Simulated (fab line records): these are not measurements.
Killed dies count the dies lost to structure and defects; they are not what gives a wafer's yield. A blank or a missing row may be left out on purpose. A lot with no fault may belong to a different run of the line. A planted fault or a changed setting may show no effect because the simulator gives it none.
fab line records -- flow sky130
[record] lots = 6, wafers = 17, lastDay = 49
route steps=708 shown POLY_GATE@219
lots untouched by any fault: they come from a run of this same line in which no faults occurred
startH: hours from the record's opening day to when the first of the lot's shown wafers began -- waitH: hours elapsed since this lot's preceding step -- " repeats the value in the row above -- L1.1+2: one row covering several wafers at once -- - no value present, or no start provided -- * or withheld: withheld -- < > ~ a bound
route shown NAME@n: a module of which the file shows steps, and the number in the route of the first -- usual: mean and standard deviation over wafers with no fault -- same: alike in all rows -- chamber/n: place in a boat -- sites: the reading at each site -- _std_site: their standard deviation -- _edge_site: outer sites' mean less inner sites' -- radiusMm: how far each site lies from the wafer's centre -- mask NAME#n: copy n -- behind: the most recent tool/chamber to have shaped the wafer -- hold: the reason the lot was held/the length of the hold in hours/how it ended -- device: transistor that didn't switch, given as n, p or np -- end of line: at the end of the route, the tests of the same wafers -- a step without rows: its recipe alone -- killed: dies that structure and defects cost at the first sort, which is not the same as the wafer's yield -- map: per-die view of a wafer (x killed, . not killed, _ where there is no die)
set.NAME: the setting as run; set.NAME@STEP: as run at that earlier step -- model.NAME: the simulator's own value behind a step, which no gauge read
lots seen at some steps along the route; tables by step, rows by wafer
services: from which hour (startH, from the record's first day; less than 0 if before it) a tool's chamber was out of use, for how many hours, and why
[[steps]]
[step SKY_POLY_GATE_DEHYDRATE_05]
[recipe] tempC = 200, timeS = 60
[step SKY_POLY_GATE_HMDS_06]
[recipe] primeTimeS = 60, primeTempC = 120
[step SKY_POLY_GATE_COAT_07]
[recipe] resist = BARC, tempC = withheld, timeS = withheld, spinRpm = 3000, resistThkNm = 110
[step SKY_POLY_GATE_COAT_08]
[recipe] resist = KrF-thick, spinRpm = 3000, resistThkNm = 450
[step SKY_POLY_GATE_SOFTBAKE_09]
[recipe] tempC = 100, timeS = 90, resist = KrF-thick
[step SKY_POLY_GATE_EXPOSE_10]
[recipe] maskId = P1M, na = 0.68, sourceShape = conventional, sigmaOuter = 0.6, targetCdNm = 150, doseMj = 28
[step SKY_POLY_GATE_PEB_11]
[recipe] pebTempC = withheld, pebTimeS = withheld, resist = KrF-thick
[step SKY_POLY_GATE_DEVELOP_12]
[recipe] developTimeS = 60, resist = KrF-thick, devTempC = 21
[step SKY_POLY_GATE_CD_MEAS_13]
[recipe] targetCdNm = 150
[usual] cdNm = 149.9/1.6
lot.wafer,tool,chamber,startH,waitH,cdNm
L423.4,cdSem-02,-,411.13,-,151.9
L423.5,cdSem-02,-,411.13,-,150.9
L423.6,cdSem-02,-,411.13,-,149.6
L421.2,cdSem-01,-,412.02,-,149.2
L421.4,cdSem-01,-,412.02,-,150.5
L421.5,cdSem-01,-,412.02,-,151.3
L426.1,cdSem-02,-,474.02,-,150.0
L426.2,cdSem-02,-,474.02,-,149.8
L426.6,cdSem-02,-,474.02,-,148.3
L433.1,cdSem-01,-,516.02,-,150.9
L433.2,cdSem-01,-,516.02,-,151.5
L433.4,cdSem-01,-,516.02,-,151.8
L434.1,cdSem-02,-,517.05,-,153.1
L434.3,cdSem-02,-,517.05,-,152.9
L434.5,cdSem-02,-,517.05,-,151.7
L435.5,cdSem-02,-,523.00,-,150.2
L435.6,cdSem-02,-,523.00,-,150.0
[step SKY_POLY_GATE_OVL_MEAS_14]
[usual] POLY_GATE_OVL = -1/5.7
lot.wafer,tool,chamber,startH,waitH,POLY_GATE_OVL[nm]
L423.4,overlay-01,-,411.21,0.1,-6
L423.5,overlay-01,-,411.21,0.1,-5
L423.6,overlay-01,-,411.21,0.1,-2
L421.2,overlay-02,-,412.13,0.1,-7
L421.4,overlay-02,-,412.13,0.1,-7
L421.5,overlay-02,-,412.13,0.1,-10
L426.1,overlay-01,-,474.14,0.1,9
L426.2,overlay-01,-,474.14,0.1,7
L426.6,overlay-01,-,474.14,0.1,2
L433.1,overlay-02,-,516.14,0.1,-3
L433.2,overlay-02,-,516.14,0.1,-2
L433.4,overlay-02,-,516.14,0.1,-3
L434.1,overlay-01,-,517.17,0.1,2
L434.3,overlay-01,-,517.17,0.1,-1
L434.5,overlay-01,-,517.17,0.1,-3
L435.5,overlay-01,-,523.06,0.0,1
L435.6,overlay-01,-,523.06,0.0,2
[step SKY_POLY_GATE_ETCH_15]
[recipe] chemistry = N2/H2, target = BARC, ionEnergyEv = 200, sourceW = 500, biasW = 100, pressureMtorr = 30, n2FlowSccm = 100, h2FlowSccm = 200, stopOn = SiO2, timeS = 118.5, targetDepthA = 1100
[usual] chamberPressureMTorr = 29.998/0.027, drypumpMotorCurrentA = 5.7/0.53, oesProductAu = 0.716/0.0047, throttleValvePct = 13.213/0.0085
lot.wafer,tool,chamber,startH,waitH,chamberPressureMTorr,drypumpMotorCurrentA,oesProductAu,rfHoursCounterH,throttleValvePct
L423.4,rieDiel-02,0,411.23,0.0,30.015,5.6,0.713,17,13.204
L423.5,rieDiel-02,3,411.23,0.0,30.008,5.2,0.714,-,13.219
L423.6,rieDiel-02,2,411.23,0.0,29.998,5.3,0.706,-,13.217
L421.2,rieDiel-01,1,412.16,0.0,29.997,5.4,0.719,8,13.204
L421.4,rieDiel-01,2,412.16,0.0,29.986,6.5,0.719,5,13.225
L421.5,rieDiel-01,1,412.16,0.0,29.992,5.4,0.713,-,13.222
L426.1,rieDiel-03,3,474.17,0.0,29.937,6.3,0.721,12,13.221
L426.2,rieDiel-03,0,474.17,0.0,30.010,5.6,0.724,21,13.198
L426.6,rieDiel-03,3,474.17,0.0,29.989,6.2,0.713,-,13.215
L433.1,rieDiel-03,0,516.17,0.0,29.993,5.6,0.717,22,13.220
L433.2,rieDiel-03,2,516.17,0.0,29.982,5.0,0.719,14,13.209
L433.4,rieDiel-03,3,516.17,0.0,29.990,6.3,0.714,13,13.215
L434.1,rieDiel-02,1,517.21,0.0,30.006,5.7,0.724,11,13.214
L434.3,rieDiel-02,2,517.21,0.0,30.021,5.2,0.707,81,13.215
L434.5,rieDiel-02,1,517.21,0.0,30.001,5.7,0.712,-,13.208
L435.5,rieDiel-03,3,523.12,0.0,29.973,6.2,0.714,-,13.203
L435.6,rieDiel-03,2,523.12,0.0,29.962,5.0,0.719,-,13.224
[step SKY_POLY_GATE_ETCH_16]
[recipe] stopOn = poly-Si, chemistry = CH3F/O2, target = Si3N4, sourceW = 400, biasW = 80, pressureMtorr = 25, ch3fFlowSccm = 40, O2_flow_sccm = 30, timeS = 147.5, targetDepthA = 750
[usual] chamberPressureMTorr = 25.000/0.023, drypumpMotorCurrentA = 5.7/0.53, oesProductAu = 0.641/0.0047, throttleValvePct = 10.536/0.0086
lot.wafer,tool,chamber,startH,waitH,chamberPressureMTorr,drypumpMotorCurrentA,oesProductAu,rfHoursCounterH,throttleValvePct
L423.4,rieDiel-02,0,411.31,0.0,25.016,5.6,0.639,18,10.532
L423.5,rieDiel-02,3,411.31,0.0,24.990,5.2,0.634,-,10.534
L423.6,rieDiel-02,2,411.31,0.0,25.020,5.2,0.642,-,10.526
L421.2,rieDiel-01,1,412.24,0.0,25.003,5.4,0.647,8,10.532
L421.4,rieDiel-01,2,412.24,0.0,25.027,6.5,0.638,5,10.542
L421.5,rieDiel-01,1,412.24,0.0,24.990,5.4,0.649,-,10.542
L426.1,rieDiel-03,3,474.26,0.0,25.018,6.2,0.636,12,10.531
L426.2,rieDiel-03,0,474.26,0.0,25.005,5.6,0.640,21,10.528
L426.6,rieDiel-03,3,474.26,0.0,25.016,6.2,0.642,-,10.531
L433.1,rieDiel-03,0,516.26,0.0,25.006,5.6,0.639,22,10.537
L433.2,rieDiel-03,2,516.26,0.0,25.028,5.0,0.633,14,10.534
L433.4,rieDiel-03,3,516.26,0.0,24.993,6.2,0.644,13,10.527
L434.1,rieDiel-02,1,517.29,0.0,24.999,5.7,0.652,11,10.543
L434.3,rieDiel-02,2,517.29,0.0,24.953,5.2,0.647,81,10.536
L434.5,rieDiel-02,1,517.29,0.0,24.978,5.7,0.643,-,10.535
L435.5,rieDiel-03,3,523.21,0.0,24.948,6.3,0.642,-,10.534
L435.6,rieDiel-03,2,523.21,0.0,24.961,5.0,0.641,-,10.537
[step SKY_POLY_GATE_ETCH_17]
[recipe] targetDepthNm = 180, stopOn = SiO2, overEtchFrac = 0.56667, chemistry = HBr/Cl2, target = poly-Si, icpW = 400, biasW = 100, pressureMtorr = 10, HBr_flow_sccm = 150, Cl2_flow_sccm = 50, timeS = 70.5
[usual] chamberPressureMTorr = 10.001/0.0095, drypumpMotorCurrentA = 5.5/0.31, oesProductAu = 0.987/0.0086, throttleValvePct = 33.685/0.0091
lot.wafer,tool,chamber,startH,waitH,chamberPressureMTorr,drypumpMotorCurrentA,oesProductAu,rfHoursCounterH,throttleValvePct,model.etch.depthNm,model.POLY_GATE.featureDepthNm,model.KrF-thick_of_POLY_GATE_COAT_08.thkNm
L423.4,rieSi-02,0,411.41,0.0,9.989,5.4,0.995,11,33.691,180,180,135.2
L423.5,rieSi-02,1,411.41,0.0,10.022,5.1,0.984,-,33.693,179,179,143.8
L423.6,rieSi-02,2,411.41,0.0,9.982,5.9,0.991,-,33.700,178.5,178.5,137.8
L421.2,rieSi-01,3,412.34,0.0,10.004,5.8,0.987,5,33.708,174.6,174.6,142.6
L421.4,rieSi-01,0,412.34,0.0,10.003,5.4,0.994,59,33.678,180.2,180.2,134.9
L421.5,rieSi-01,3,412.34,0.0,9.992,5.9,0.971,-,33.687,175,175,140.6
L426.1,rieSi-01,1,474.36,0.0,10.023,5.7,0.984,1,33.673,177.9,177.9,132.8
L426.2,rieSi-01,3,474.36,0.0,10.006,5.9,0.978,6,33.693,176.5,176.5,135.6
L426.6,rieSi-01,0,474.36,0.0,9.994,5.4,0.996,-,33.689,180.2,180.2,129.3
L433.1,rieSi-01,3,516.36,0.0,9.998,5.8,0.983,6,33.683,175.2,175.2,136.6
L433.2,rieSi-01,0,516.36,0.0,9.998,5.4,0.998,0,33.687,181.4,181.4,132.2
L433.4,rieSi-01,2,516.36,0.0,10.000,5.4,0.876,3,33.667,150,150,149.9
L434.1,rieSi-02,0,517.39,0.0,9.999,5.5,0.998,12,33.683,180.5,180.5,131.1
L434.3,rieSi-02,3,517.39,0.0,9.995,5.1,0.974,6,33.682,174.2,174.2,141.1
L434.5,rieSi-02,2,517.39,0.0,10.005,6.0,0.993,-,33.687,180.4,180.4,131.9
L435.5,rieSi-01,3,523.28,0.0,10.006,5.9,0.983,-,33.687,176.1,176.1,141.6
L435.6,rieSi-01,2,523.28,0.0,10.005,5.4,0.879,-,33.675,149.6,149.6,152.4
[step SKY_POLY_GATE_STRIP_18]
[recipe] chemistry = O2/N2, powerW = 1400, pressureMtorr = 1500, platenTempC = withheld, o2FlowSccm = 3000, n2FlowSccm = 300, overashFraction = 0.5
[usual] chamberPressureMTorr = 1500.0/1.4, drypumpMotorCurrentA = 5.70/0.23, oesProductAu = 0.359/0.0054, stripTimeToEndpointS = 3.13/0.055
[same] overashFraction = 0.5
lot.wafer,tool,chamber,startH,waitH,chamberPressureMTorr,drypumpMotorCurrentA,oesProductAu,rfHoursCounterH,stripTimeToEndpointS
L423.4,plasmaAsher-01,1,411.50,0.1,1500.4,5.89,0.355,-,3.11
L423.5,plasmaAsher-01,1,411.50,0.1,1500.1,5.91,0.358,-,3.22
L423.6,plasmaAsher-01,0,411.50,0.1,1502.8,5.71,0.354,-,3.13
L421.2,plasmaAsher-03,0,412.40,0.0,1499.9,6.02,0.363,74,3.19
L421.4,plasmaAsher-03,0,412.40,0.0,1500.0,6.04,0.361,-,3.14
L421.5,plasmaAsher-03,1,412.40,0.0,1499.8,5.57,0.359,-,3.19
L426.1,plasmaAsher-01,0,474.41,0.0,1497.3,5.72,0.360,67,3.10
L426.2,plasmaAsher-01,1,474.41,0.0,1500.0,5.87,0.359,67,3.12
L426.6,plasmaAsher-01,0,474.41,0.0,1498.6,5.73,0.354,-,3.05
L433.1,plasmaAsher-02,0,516.41,0.0,1501.6,5.36,0.359,83,3.12
L433.2,plasmaAsher-02,1,516.41,0.0,1498.9,5.46,0.353,83,3.07
L433.4,plasmaAsher-02,0,516.41,0.0,1500.2,5.36,0.372,-,3.27
L434.1,plasmaAsher-01,1,517.45,0.0,1498.5,5.87,0.364,71,3.06
L434.3,plasmaAsher-01,0,517.45,0.0,1497.0,5.73,0.364,-,3.18
L434.5,plasmaAsher-01,1,517.45,0.0,1500.3,5.93,0.349,-,3.09
L435.5,plasmaAsher-03,0,523.38,0.1,1499.3,6.01,0.370,-,3.17
L435.6,plasmaAsher-03,1,523.38,0.1,1497.3,5.62,0.360,-,3.29
[step SKY_POLY_GATE_CLEAN_19]
[recipe] chemistry = SC1/SC2, mix = 1:4:20, tempC = 70, timeS = 150, dry = n2Spin
[[services]]
tool,chamber,startH,hours,kind
rieDiel-02,3,412.48,16.7,repair
plasmaAsher-03,-,421.25,9.0,pm
plasmaAsher-03,0,421.25,9.0,ventCycle
plasmaAsher-03,1,421.25,9.0,ventCycle
rieDiel-03,-,423.27,2.8,pm
plasmaAsher-03,0,430.25,-,clean
plasmaAsher-03,1,430.25,-,clean
rieSi-02,1,437.70,8.4,repair
rieDiel-02,-,438.41,14.6,pm
plasmaAsher-01,-,477.47,1.2,repair
rieSi-01,0,484.84,11.9,repair
rieDiel-01,1,490.64,7.8,repair
rieSi-02,1,493.93,-,clean
rieSi-02,1,493.93,18.3,scheduledDown
rieSi-02,1,493.93,18.3,ventCycle
rieSi-01,0,496.71,-,clean
rieSi-01,0,496.71,12.4,scheduledDown
rieSi-01,0,496.71,12.4,ventCycle
rieDiel-01,1,505.39,4.0,repair
rieDiel-01,0,507.82,5.5,repair
plasmaAsher-03,-,516.59,2.8,pm
rieDiel-02,2,518.60,9.4,repair
[[key]]
[firstSign] step = SKY_POLY_GATE_ETCH_17, reading = oesProductAu, direction = down, sigmas = 13, usual = 0.987, struck = 0.877
[effect] step = SKY_POLY_GATE_STRIP_18, reading = stripTimeToEndpointS, direction = up, sigmas = 2.7, usual = *, struck = *
[modelEffect] step = SKY_POLY_GATE_ETCH_17, value = etch.depthNm, without = 179.7, struck = 149.8
metAt SKY_POLY_GATE_ETCH_17
struckWafers L433.4,L435.6
laterRowsLeftOut L433.4,L435.6
sortLeftOut L433.4,L435.6
testerLeftOut L433,L435
onsetBetween 474.36 516.36
[fault] kind = processParameterDrift, tool = rieSi-01, chamber = -, onsetH = 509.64, steps = SKY_POLY_GATE_ETCH_17, channel = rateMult, offset = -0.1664, shape = step, endH = 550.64, scope = struckWafersOnly
// testerLeftOut: of these lots the tester's yield and bins aren't shown, on N5 and GAA mostly nor the transistor test; their killed dies are dies lost to structure and defects alone, not to doping, threshold or leakage, so they don't give the yield
// sortLeftOut: the simulated sort isn't trusted on such a fault, so these wafers' sort isn't shown, and their yield isn't known
// laterRowsLeftOut: the simulator's readings of these wafers behind a module that went badly wrong aren't trusted and aren't shown, but for the sort
